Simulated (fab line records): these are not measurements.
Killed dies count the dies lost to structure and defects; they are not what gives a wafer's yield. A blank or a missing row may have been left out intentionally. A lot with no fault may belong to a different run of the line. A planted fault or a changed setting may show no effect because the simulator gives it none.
What tool caused it? ; flow gf180mcu ; Sampling: 12 lots, 36 wafers, 2 of 602 route steps

WHAT EACH GAUGE READ, for each wafer
GF_V5_THK_MEAS_25: measures by xrf. Usual: for V5_W_THK the level is 335 nm and the standard deviation is 4.2.
lot;measured;on;V5_W_THK (nm);flag
L180;day 27 07:52;film-metro-03;336 329 336;
L181;day 27 13:25;film-metro-01;333 333 338;
L184;day 28 15:43;film-metro-03;334 334 330;
L186;day 29 10:02;film-metro-01;336 333 332;
L187;day 29 17:04;film-metro-04;341 335 334;
L189;day 30 04:49;film-metro-03;346 343 337;
L197;day 32 05:19;film-metro-01;338 333 337;
L198;day 32 11:31;film-metro-03;340 344 346;
L199;day 32 20:04;film-metro-03;339 335 336;
L200;day 33 01:06;film-metro-01;332 333 334;
L201;day 33 05:50;film-metro-01;337 338 331;
L203;day 33 14:30;film-metro-01;335 336 336;

WHICH TOOL RAN EACH LOT (tool, then ch and the chambers of the sampled wafers, then the start)
lot;GF_M1_SPUTTER_02
L180;pvd-sputter-04, day 16 05:44
L181;pvd-sputter-04, day 16 14:55
L184;pvd-sputter-04, day 17 20:11
L186;pvd-sputter-04, day 18 17:01
L187;pvd-sputter-04, day 19 00:39
L189;pvd-sputter-04, day 19 17:46
L197;pvd-sputter-03, day 22 09:55
L198;pvd-sputter-04, day 22 16:08
L199;pvd-sputter-02, day 23 06:24
L200;pvd-sputter-02, day 23 10:32
L201;pvd-sputter-04, day 23 18:46
L203;pvd-sputter-04, day 24 07:46
- GF_M1_SPUTTER_02: material AlCu, target thk 450 nm, time 23.9 s.

WHAT THE TOOLS THEMSELVES READ (means of the sampled wafers that have a number; where no wafer has one, the mark that the record gives instead)
GF_M1_SPUTTER_02. Usual: throttle-valve-pct reads 29.9 % (standard deviation 1.4).
lot;tool;throttle-valve-pct (%);flag
L180;pvd-sputter-04;29.2;
L181;pvd-sputter-04;28.0;
L184;pvd-sputter-04;27.9;
L186;pvd-sputter-04;28.3;
L187;pvd-sputter-04;29.5;
L189;pvd-sputter-04;30.2;
L197;pvd-sputter-03;30.6;
L198;pvd-sputter-04;29.1;
L199;pvd-sputter-02;30.4;
L200;pvd-sputter-02;31.6;
L201;pvd-sputter-04;29.1;
L203;pvd-sputter-04;29.1;

THE ANSWER, worked out from the rows above alone
Rule: a lot counts as off when the mean over its wafers that have a number is more than 3 standard deviations away from the usual mean. Also off: a lot with no number at a reading for which 4 or more lots have one. Any other lot the step has rows for is counted as sound. Order of review: gauges by route order, followed by the tools' own readings, for which a lot's mean as printed above is used. At the first step where some lot is off, the reading lying furthest off is the one used; lots without a number count as furthest.
No lot is off on any of the readings shown, so nothing can be concluded from this.

WHAT THE SIMULATOR HAD PUT IN
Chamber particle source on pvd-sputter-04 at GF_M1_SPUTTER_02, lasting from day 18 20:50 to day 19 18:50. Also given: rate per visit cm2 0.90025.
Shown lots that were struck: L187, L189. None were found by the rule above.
